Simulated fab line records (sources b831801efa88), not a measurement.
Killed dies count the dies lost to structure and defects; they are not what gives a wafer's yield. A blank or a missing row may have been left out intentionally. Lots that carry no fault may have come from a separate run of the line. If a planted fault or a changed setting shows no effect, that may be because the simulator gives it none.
Shared-tool check ; flow gf180mcu ; 11 lots, 33 wafers sampled

REASON FOR OPENING
At GF_V2_RS_MEAS_24 the reading V2_W_RS is flagged on 2 of 11 lots. Fault-free wafers read 0.329 ohm/sq, with a standard deviation of 0.0036.
Rule: a lot is flagged when every wafer of it that has a number lies more than 4 standard deviations from that mean, or none has a number. All remaining lots are regarded as sound.

lot;measured;on;V2_W_RS (ohm/sq), wafer by wafer;flag
L297;day 20 06:41;film-metro-04;0.324 0.326 0.328;
L298;day 20 17:43;film-metro-04;0.326 0.337 0.327;
L300;day 21 16:31;film-metro-03;0.330 0.326 0.328;
L301;day 21 20:31;film-metro-02;0.357 0.356 0.354;FLAGGED
L302;day 22 08:29;film-metro-04;0.355 0.354 0.356;FLAGGED
L311;day 26 00:06;film-metro-03;0.328 0.331 0.323;
L313;day 26 11:20;film-metro-03;0.325 0.323 0.322;
L316;day 26 23:28;film-metro-03;0.333 0.334 0.332;
L315;day 27 05:56;film-metro-02;0.329 0.330 0.330;
L317;day 27 12:42;film-metro-04;0.336 0.334 0.328;
L318;day 27 17:50;film-metro-02;0.330 0.326 0.324;
On average the flagged lots' numbers are 0.355 ohm/sq, which is +0.026 ohm/sq against the usual, or +7 standard deviations.

TOOL THAT RAN EACH LOT
3 process steps preceding the reading are held in the record, out of 602 steps in the route. Cell contents, in order: the tool; ch with the chambers the sampled wafers went through; the start.
lot;flag;GF_M2_STRIP_17;GF_V2_CVD_02;GF_V2_CVD_23
L297;;plasma-asher-03 ch 0,1, day 19 04:07;pecvd-04 ch 0,1, day 19 04:49;cvd-w-01 ch 1, day 20 06:34
L298;;plasma-asher-03 ch 1, day 19 15:22;pecvd-02 ch 1,2, day 19 16:08;cvd-w-01 ch 0,1, day 20 17:35
L300;;plasma-asher-02 ch 0,1, day 20 14:22;pecvd-01 ch 0,1,2, day 20 15:01;cvd-w-01 ch 0,1, day 21 16:25
L301;FLAGGED;plasma-asher-04 ch 0,1, day 20 18:44;pecvd-04 ch 0,1, day 20 19:22;cvd-w-01 ch 0,1, day 21 20:23
L302;FLAGGED;plasma-asher-04 ch 0,1, day 21 06:48;pecvd-01 ch 0,1, day 21 07:28;cvd-w-01 ch 0,1, day 22 08:22
L311;;plasma-asher-02 ch 0, day 25 00:22;pecvd-02 ch 0,2, day 25 01:03;cvd-w-01 ch 0,1, day 25 23:59
L313;;plasma-asher-02 ch 0,1, day 25 11:32;pecvd-04 ch 0,1, day 25 12:13;cvd-w-02 ch 0,1, day 26 11:13
L316;;plasma-asher-04 ch 0,1, day 26 00:09;pecvd-01 ch 0,1, day 26 00:51;cvd-w-01 ch 0,1, day 26 23:21
L315;;plasma-asher-04 ch 0,1, day 26 07:04;pecvd-04 ch 1,2, day 26 07:46;cvd-w-01 ch 0,1, day 27 05:50
L317;;plasma-asher-02 ch 0,1, day 26 13:37;pecvd-02 ch 0,1,2, day 26 14:19;cvd-w-01 ch 1, day 27 12:29
L318;;plasma-asher-03 ch 1, day 26 19:22;pecvd-01 ch 0,1,2, day 26 20:05;cvd-w-01 ch 1, day 27 17:38
What the steps here do:
- GF_M2_STRIP_17: strips in O2/N2.
- GF_V2_CVD_02: deposits SiO2 from TEOS, target thk 850 nm, time 94.851 s.
- GF_V2_CVD_23: deposits W, target thk 350 nm, time 104.94 s.
- GF_V2_RS_MEAS_24: measures by four-point-probe.

FLAGGED OVER TOTAL, TOOL BY TOOL (the gauges that took the reading come last)
step;tool;lots run;flagged;share of the flagged lots;sound lots run after its first flagged lot
GF_M2_STRIP_17;plasma-asher-02;4;0;none;-
GF_M2_STRIP_17;plasma-asher-03;3;0;none;-
GF_M2_STRIP_17;plasma-asher-04;4;2;all;2 (L316,L315)
GF_V2_CVD_02;pecvd-01;4;1;some;2 (L316,L318)
GF_V2_CVD_02;pecvd-02;3;0;none;-
GF_V2_CVD_02;pecvd-04;4;1;some;2 (L313,L315)
GF_V2_CVD_23;cvd-w-01;10;2;all;5 (L311,L316,L315,L317,L318)
GF_V2_CVD_23;cvd-w-02;1;0;none;-
GF_V2_RS_MEAS_24;film-metro-02;3;1;some;2 (L315,L318)
GF_V2_RS_MEAS_24;film-metro-03;4;0;none;-
GF_V2_RS_MEAS_24;film-metro-04;4;1;some;1 (L317)

WHAT THE TABLE ALLOWS
Table rows that saw every flagged lot: 2, namely plasma-asher-04 at GF_M2_STRIP_17 and cvd-w-01 at GF_V2_CVD_23.
- plasma-asher-04 at GF_M2_STRIP_17 ran 4 lots, 2 of them flagged. Lots that were sound ran on it after the first flagged one (L316, L315); a persistent fault on the entire tool would not allow that.
- cvd-w-01 at GF_V2_CVD_23 ran 10 lots, 2 of them flagged. Lots that were sound ran on it after the first flagged one (L311, L316, L315, L317, L318); a persistent fault on the entire tool would not allow that. Its own readings (chamber-pressure-Torr) fall more than 4 standard deviations out on all wafers of the flagged lots.
Every row of the table either missed a flagged lot or ran a sound lot after the first.

WHAT HAD BEEN PUT IN BY THE SIMULATOR
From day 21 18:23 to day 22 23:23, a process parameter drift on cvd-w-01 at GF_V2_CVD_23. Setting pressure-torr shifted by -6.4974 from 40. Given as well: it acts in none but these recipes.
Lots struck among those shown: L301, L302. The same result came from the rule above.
